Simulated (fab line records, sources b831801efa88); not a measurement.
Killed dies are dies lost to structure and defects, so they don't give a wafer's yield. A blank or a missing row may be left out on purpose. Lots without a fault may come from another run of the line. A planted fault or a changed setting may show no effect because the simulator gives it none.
fab line records | flow sky130
record lots=14 wafers=42 last_day=50
route steps=708 shown VIA1@478 METAL2@484 PASSIVATION@681 PAD_OPEN@708
lots that met no fault: from a run of the same line without faults
start_h: hours from the record's first day to the start of the lot's first wafer shown | wait_h: hours since the lot's step before | " the same as in the row above | L1.1+2: a row that stands for several wafers | - no value, or no start given | * or withheld: withheld | < > ~ a bound
route shown NAME@n: a module of which the file shows steps, and the number in the route of the first | usual: mean/standard deviation of fault-free wafers | same: alike in all rows | chamber/n: place in a boat | sites: the reading at each site | _std_site: their standard deviation | _edge_site: outer sites' mean less inner sites' | radius_mm: how far each site lies from the wafer's centre | mask NAME#n: copy n | behind: the tool/chamber that last shaped the wafer | hold: why the lot was held/for how many hours/how that ended | device: the transistor (n, p or np) that didn't switch | end of line: the same wafers' tests at the end of the route | a step without rows: its recipe alone | killed: dies lost to structure and defects at the first sort, not the wafer's yield | map: a wafer's dies, x killed, . not, _ none there
set.NAME: the setting as run; set.NAME@STEP: as run at that earlier step | model.NAME: the simulator's own value behind a step, which no gauge read
steps of the route over a sample of lots; a table a step, a row a wafer
services: from which hour (start_h, from the record's first day; less than 0 if before it) a tool's chamber was out of use, for how many hours, and why
## steps
# step SKY_VIA1_SPUTTER_20
# recipe material=TiN target_thk_nm=20 chamber_pressure_pa=5 power_w=4000 time_s=80
# usual throttle_valve_pct=29.7/0.84
# columns lot.wafer tool chamber start_h wait_h throttle_valve_pct
L163.1 pvd_sputter-03 - 787.32 0.0 28.6
L163.4 " - " " 29.2
L163.6 " - " " 28.5
L164.3 pvd_sputter-03 - 792.28 0.0 29.5
L164.4 " - " " 29.7
L164.5 " - " " 31.2
L165.4 pvd_sputter-04 - 794.41 0.0 30.0
L165.5 " - " " 28.9
L165.6 " - " " 30.3
L166.1 pvd_sputter-02 - 801.73 0.0 28.6
L166.2 " - " " 29.3
L166.4 " - " " 30.7
L170.1 pvd_sputter-03 - 833.87 0.0 29.3
L170.2 " - " " 28.6
L170.6 " - " " 28.5
L169.1 pvd_sputter-03 - 838.24 0.0 28.7
L169.2 " - " " 29.7
L169.4 " - " " 29.8
L171.1 pvd_sputter-03 - 848.33 0.0 29.3
L171.4 " - " " 28.6
L171.6 " - " " 29.9
L174.2 pvd_sputter-03 - 880.37 0.0 28.5
L174.3 " - " " 29.2
L174.4 " - " " 30.2
L179.1 pvd_sputter-04 - 923.88 0.0 30.9
L179.4 " - " " 30.0
L179.5 " - " " 30.3
L182.1 pvd_sputter-04 - 942.71 0.0 30.2
L182.3 " - " " 28.6
L182.6 " - " " 29.7
L183.2 pvd_sputter-04 - 947.58 0.0 31.0
L183.4 " - " " 28.9
L183.6 " - " " 29.9
L184.1 pvd_sputter-03 - 948.73 0.0 30.0
L184.2 " - " " 28.5
L184.5 " - " " 29.2
L185.1 pvd_sputter-04 - 959.35 0.0 28.8
L185.5 " - " " 29.8
L185.6 " - " " 29.0
L186.4 pvd_sputter-03 - 963.97 0.0 28.6
L186.5 " - " " 28.6
L186.6 " - " " 29.3
# step SKY_VIA1_RS_MEAS_22
# recipe thk_meas_gauge=four-point-probe reads=W_of_VIA1_CVD_21+TiN_of_VIA1_SPUTTER_20
# usual VIA1_W_RS=0.424/0.0058
# columns lot.wafer tool chamber start_h wait_h VIA1_W_RS[ohm/sq]
L163.1 film_metro-03 - 787.47 0.1 0.422
L163.4 " - " " 0.413
L163.6 " - " " 0.411
L164.3 film_metro-01 - 792.47 0.1 0.426
L164.4 " - " " 0.426
L164.5 " - " " 0.426
L165.4 film_metro-01 - 794.63 0.1 0.425
L165.5 " - " " 0.428
L165.6 " - " " 0.429
L166.1 film_metro-01 - 802.07 0.2 0.430
L166.2 " - " " 0.419
L166.4 " - " " 0.422
L170.1 film_metro-01 - 834.02 0.1 0.422
L170.2 " - " " 0.425
L170.6 " - " " 0.425
L169.1 film_metro-01 - 838.39 0.1 0.429
L169.2 " - " " 0.428
L169.4 " - " " 0.432
L171.1 film_metro-04 - 848.48 0.1 0.428
L171.4 " - " " 0.425
L171.6 " - " " 0.423
L174.2 film_metro-03 - 880.54 0.1 0.420
L174.3 " - " " 0.427
L174.4 " - " " 0.420
L179.1 film_metro-01 - 924.03 0.1 0.416
L179.4 " - " " 0.422
L179.5 " - " " 0.417
L182.1 film_metro-03 - 942.87 0.1 0.428
L182.3 " - " " 0.425
L182.6 " - " " 0.427
L183.2 film_metro-01 - 947.75 0.1 0.421
L183.4 " - " " 0.426
L183.6 " - " " 0.420
L184.1 film_metro-03 - 948.88 0.1 0.428
L184.2 " - " " 0.435
L184.5 " - " " 0.430
L185.1 film_metro-03 - 959.50 0.1 0.434
L185.5 " - " " 0.431
L185.6 " - " " 0.428
L186.4 film_metro-03 - 964.18 0.1 0.422
L186.5 " - " " 0.414
L186.6 " - " " 0.431
# step SKY_METAL2_SPUTTER_01
# recipe material=TiN target_thk_nm=20 power_w=6500 time_s=16.7 chamber_pressure_pa=0.4
# usual throttle_valve_pct=29.4/1.1
# columns lot.wafer tool chamber start_h wait_h throttle_valve_pct
L163.1 pvd_sputter-01 - 787.98 0.0 29.6
L163.4 " - " " 27.7
L163.6 " - " " 29.6
L164.3 pvd_sputter-01 - 792.93 0.0 29.6
L164.4 " - " " 28.2
L164.5 " - " " 29.3
L165.4 pvd_sputter-02 - 795.07 0.0 30.8
L165.5 " - " " 29.1
L165.6 " - " " 30.4
L166.1 pvd_sputter-03 - 802.57 0.0 28.7
L166.2 " - " " 29.8
L166.4 " - " " 29.5
L170.1 pvd_sputter-03 - 834.53 0.0 29.8
L170.2 " - " " 28.6
L170.6 " - " " 28.8
L169.1 pvd_sputter-02 - 838.90 0.0 28.9
L169.2 " - " " 29.3
L169.4 " - " " 30.7
L171.1 pvd_sputter-01 - 848.98 0.0 30.2
L171.4 " - " " 27.5
L171.6 " - " " 29.8
L174.2 pvd_sputter-02 - 881.02 0.0 30.2
L174.3 " - " " 31.0
L174.4 " - " " 30.2
L179.1 pvd_sputter-01 - 924.53 0.0 29.4
L179.4 " - " " 28.1
L179.5 " - " " 27.6
L182.1 pvd_sputter-02 - 943.37 0.0 30.7
L182.3 " - " " 29.1
L182.6 " - " " 30.5
L183.2 pvd_sputter-02 - 948.24 0.0 29.5
L183.4 " - " " 29.5
L183.6 " - " " 30.8
L184.1 pvd_sputter-01 - 949.39 0.0 27.7
L184.2 " - " " 29.6
L184.5 " - " " 27.7
L185.1 pvd_sputter-01 - 960.01 0.0 27.5
L185.5 " - " " 27.5
L185.6 " - " " 29.4
L186.4 pvd_sputter-01 - 964.62 0.0 30.2
L186.5 " - " " 27.6
L186.6 " - " " 30.1
# step SKY_PASSIVATION_CVD_00
# recipe material=SiO2 target_thk_nm=90 temp_c=400 time_s=withheld rf_w=600
# usual heater_power_outer_w=377/61 heater_power_w=637/67
# columns lot.wafer tool chamber start_h wait_h heater_power_outer_w heater_power_w
L163.1 pecvd-04 2 1026.37 0.0 323 581
L163.4 " 0 " " 557 800
L163.6 " 1 " " 335 595
L165.4 pecvd-03 1 1030.67 0.0 393 695
L165.5 " 0 " " 365 620
L165.6 " 2 " " 399 730
L164.3 pecvd-04 0 1031.30 0.0 501 713
L164.4 " 2 " " 292 551
L164.5 " 0 " " 510 722
L166.1 pecvd-01 0 1036.82 0.0 407 687
L166.2 " 1 " " 384 665
L166.4 " 2 " " 338 583
L170.1 pecvd-04 2 1064.06 0.0 341 600
L170.2 " 1 " " 363 631
L170.6 " 1 " " 360 625
L169.1 pecvd-04 1 1067.47 0.0 351 607
L169.2 " 0 " " 497 704
L169.4 " 1 " " 347 600
L174.2 pecvd-03 2 1099.14 0.0 - -
L174.3 " 0 " " - -
L174.4 " 2 " " - -
L171.1 pecvd-03 0 1128.10 0.0 - -
L171.4 " 0 " " - -
L171.6 " 0 " " - -
L179.1 pecvd-03 2 1131.67 0.0 394 729
L179.4 " 0 " " 378 603
L179.5 " 0 " " 388 615
L182.1 pecvd-04 1 1147.72 0.0 352 615
L182.3 " 2 " " 250 486
L182.6 " 0 " " 504 726
L183.2 pecvd-01 1 1151.87 0.0 434 719
L183.4 " 0 " " 413 681
L183.6 " 1 " " 432 736
L184.1 pecvd-04 0 1152.18 0.0 529 765
L184.2 " 2 " " 340 610
L184.5 " 1 " " 346 580
L185.1 pecvd-03 2 1160.98 0.0 364 682
L185.5 " 0 " " 388 595
L185.6 " 1 " " 363 617
L186.4 pecvd-01 2 1167.11 0.0 346 577
L186.5 " 0 " " 431 706
L186.6 " 1 " " 429 715
# step SKY_PAD_OPEN_PROBE_99
# usual defect_limited_yield=82.6/2 killed_at_M0_to_M3=43/7.3 killed_at_M4_up=3.4/1.7 killed_at_contacts=24/4.5 killed_at_front_end=16/4.4 killed_at_other=0.2/0.51 killed_dies=86/9.7 killed_open=46/6.6 killed_short=39/7.1 sort_bin_3_pad_short=0.9/0.45 sort_bin_5_function=10.4/1.4 sort_bin_6_memory=6.2/1.2 sort_n_pass=406/9.7 sort_yield_pct=82.6/2
# same gross_dies=492 killed_at_back_side=0 sort_bin_4_leakage[%]=0 sort_bin_8_speed[%]=0
# columns lot.wafer tool chamber start_h wait_h defect_limited_yield[%] killed_at_M0_to_M3 killed_at_M4_up killed_at_contacts killed_at_front_end killed_at_other killed_dies killed_open killed_short sort_bin_3_pad_short[%] sort_bin_5_function[%] sort_bin_6_memory[%] sort_n_pass sort_yield_pct[%]
L163.1 prober-02 - 1072.78 0.1 81.5 34 4 33 19 1 91 53 37 1.0 11.8 5.7 401 81.5
L163.4 prober-02 - 1072.93 0.2 80.9 35 7 27 24 1 94 55 38 0.4 10.6 8.1 398 80.9
L163.6 prober-02 - 1073.03 0.2 80.7 45 5 24 20 1 95 55 39 1.0 11.0 7.3 397 80.7
L179.1 prober-01 - 1171.09 0.1 83.1 36 5 29 13 0 83 48 35 0.6 9.3 6.9 409 83.1
L179.4 prober-01 - 1171.24 0.2 78.3 55 4 26 22 0 107 64 43 0.4 14.6 6.7 385 78.3
L179.5 prober-01 - 1171.29 0.2 81.5 46 3 23 19 0 91 53 38 0.4 12.6 5.5 401 81.5
# killed by level:class
L163.1 LI_CONTACT:geometric_particle:open=13 VIA1:geometric_particle:open=9 METAL2:geometric_particle:short=9 CONTACT:geometric_particle:short=6 FIELD_ISO:geometric_particle:open=5 CONTACT:geometric_particle:open=5 VIA2:geometric_particle:open=5 LOCAL_INTERCONNECT:geometric_particle:short=4
L163.4 LI_CONTACT:geometric_particle:open=11 FIELD_ISO:geometric_particle:open=9 CONTACT:geometric_particle:open=8 POLY_GATE:geometric_particle:short=6 METAL2:geometric_particle:short=6 METAL1:geometric_particle:short=5 VIA1:geometric_particle:open=5 FIELD_ISO:geometric_particle:short=4
L163.6 VIA2:geometric_particle:open=10 VIA1:geometric_particle:open=8 VIA3:geometric_particle:open=7 FIELD_ISO:geometric_particle:short=6 LI_CONTACT:geometric_particle:open=6 CONTACT:geometric_particle:open=6 CONTACT:geometric_particle:short=5 VIA2:geometric_particle:short=5
L179.1 LI_CONTACT:geometric_particle:open=11 VIA1:geometric_particle:open=8 CONTACT:geometric_particle:open=8 METAL1:geometric_particle:short=6 METAL2:geometric_particle:short=6 FIELD_ISO:geometric_particle:open=5 VIA3:geometric_particle:open=5 CONTACT:geometric_particle:short=4
L179.4 VIA1:geometric_particle:open=13 FIELD_ISO:geometric_particle:open=8 CONTACT:geometric_particle:short=7 CONTACT:geometric_particle:open=6 VIA2:geometric_particle:open=6 LI_CONTACT:geometric_particle:open=5 METAL2:geometric_particle:short=5 VIA3:geometric_particle:open=5
L179.5 CONTACT:geometric_particle:open=9 VIA1:geometric_particle:open=9 VIA2:geometric_particle:open=8 METAL3:geometric_particle:short=7 LI_CONTACT:geometric_particle:open=6 CONTACT:geometric_particle:short=5 METAL2:geometric_particle:short=5 FIELD_ISO:geometric_particle:short=4
## services
# columns tool chamber start_h hours kind
pvd_sputter-02 - 782.71 1.2 repair
pvd_sputter-02 - 791.87 1.8 repair
pvd_sputter-02 - 802.97 4.8 repair
pecvd-03 - 822.71 2.8 repair
pvd_sputter-02 - 834.71 1.1 repair
pvd_sputter-02 - 887.64 3.4 repair
pvd_sputter-01 - 890.77 4.1 repair
pvd_sputter-02 - 904.31 11.8 repair
pvd_sputter-01 - 925.11 1.4 repair
pecvd-04 - 952.40 0.5 repair
pvd_sputter-04 - 984.55 0.5 repair
pecvd-04 - 990.24 2.8 pm
pvd_sputter-03 - 995.72 0.8 repair
pvd_sputter-02 - 997.52 1.9 repair
pvd_sputter-03 - 998.51 4.1 repair
pecvd-03 1 1004.32 20.8 repair
pecvd-04 0 1004.88 4.3 repair
pecvd-04 - 1017.24 3.3 repair
pvd_sputter-01 - 1028.70 2.3 repair
pvd_sputter-03 - 1030.25 5.6 repair
pvd_sputter-03 - 1060.27 0.8 repair
pecvd-04 0 1062.33 3.4 repair
pvd_sputter-03 - 1143.24 0.5 repair
pvd_sputter-01 - 1162.08 1.7 repair
## key
first_sign step=SKY_PASSIVATION_CVD_00 reading=tool_record direction=missing
effect none on later readings
met_at SKY_PASSIVATION_CVD_00
struck_lots L171,L174
scrapped_behind SKY_PASSIVATION_THK_MEAS_01 L171.1,L171.4,L171.6,L174.2,L174.3,L174.4
not_acting_at SKY_VIA1_SPUTTER_20,SKY_VIA1_RS_MEAS_22,SKY_METAL2_SPUTTER_01
onset_between 1030.67 1099.14
fault kind=skipped_step_whole tool=pecvd-03 chamber=- onset_h=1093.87 steps=SKY_PASSIVATION_CVD_00 scope=struck_lots_only
